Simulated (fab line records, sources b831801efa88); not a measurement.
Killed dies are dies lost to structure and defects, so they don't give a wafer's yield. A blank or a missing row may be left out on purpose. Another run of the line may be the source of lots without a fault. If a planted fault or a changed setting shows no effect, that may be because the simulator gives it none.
Code-filled problem report in 8D (eight disciplines) form | flow gf180mcu | the parts of the form that need people (team, actions taken, sign-off) are left out

== 1. THE ISSUE ==
Wafers free of any fault read 0.323 ohm/sq (standard deviation 0.0044) for V1_W_RS at GF_V1_RS_MEAS_24, against a mean of 0.227 ohm/sq on 6 wafers of 2 lots. Measured from the usual mean, that is -22 standard deviations.
The step: measures by four-point-probe.
First seen on wafer L184.2, day 19 20:23, on film_metro-03. At this step, 30 wafers from 10 lots have a number in the record. By rule, "out" or "out of limits" means more than 4 standard deviations away from the usual mean. The rest of the wafers with a number are treated as sound.

== 2. WHAT IT IS AND WHAT IT IS NOT ==
question                    | is                           | is not
which readings at this step | V1_W_RS                      | -
which lots                  | L184, L185                   | L183, L195, L196, L197, L198, L199, L200, L202
which wafers of those lots  | all that have a number       | -
read on which gauges        | film_metro-02, film_metro-03 | film_metro-01
when                        | from day 19 20:23            | up to then (3 sound wafers); but 21 sound wafers of L195, L196, L197, L198, L199, L200, L202 came after

== 3. SUSPECTS, AND WHAT RULES EACH OUT ==
Counting: a tool stays on the suspect list if, at a process step up to the reading, it processed all lots that are out and no sound lot following the first of them.
- ruled out: the gauge at GF_V1_RS_MEAS_24. Those wafers that are out were read across 2 gauges (film_metro-02, film_metro-03).
- cvd_w-01 at GF_V1_CVD_23 (deposits W, target thk 350 nm, time 105.05 s): ruled out as a lasting fault. The sound lots L195, L196, L197, L198, L200, L202 went through it after L184, its earliest lot that is out (day 19 20:16).
Left after counting: nothing in the record.

== 4. THE CAUSE (what the simulator had put in) ==
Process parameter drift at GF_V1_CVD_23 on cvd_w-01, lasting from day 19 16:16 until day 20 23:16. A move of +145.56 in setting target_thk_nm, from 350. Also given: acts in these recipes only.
Counting ruled it out, wrongly: the rule takes a fault to strike every lot that its tool runs from its start on, and this one did not.

== 5. THE CHAIN OF EFFECTS, in route order ==
Each row: a reading where the mean over the struck wafers with a number is more than 3 standard deviations away from the usual. Only readings whose record carries a usual standard deviation are examined. hours: median over the lots of the time between each lot's start at the first step of this table that gives one and its start at this step. sigmas: the change, counted in usual standard deviations.
hours | step              | reading            | usual        | on struck wafers | change | sigmas
0     | GF_V1_RS_MEAS_24  | V1_W_RS            | 0.323 ohm/sq | 0.227            | -0.096 | -22
3     | GF_V1_THK_MEAS_25 | V1_W_THK           | 362 nm       | 515              | +153   | +29
5     | GF_V1_CMP_26      | time_to_endpoint_s | 85 s         | 126              | +40    | +6.6
The process steps in it:
- GF_V1_CMP_26: polishes, stops on SiO2, t overpolish 15 s, target thk 0 nm.

== 6. HOW IT WOULD HAVE BEEN CAUGHT EARLIER ==
In this record the first reading out of limits at a measuring or inspecting step was taken at day 19 20:23, 4 hours after the fault began at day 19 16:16.
Tool readings at GF_V1_CVD_23 with a usual standard deviation given in the record: none out on any struck wafer, hence no alarm at a limit of 4 standard deviations on them.
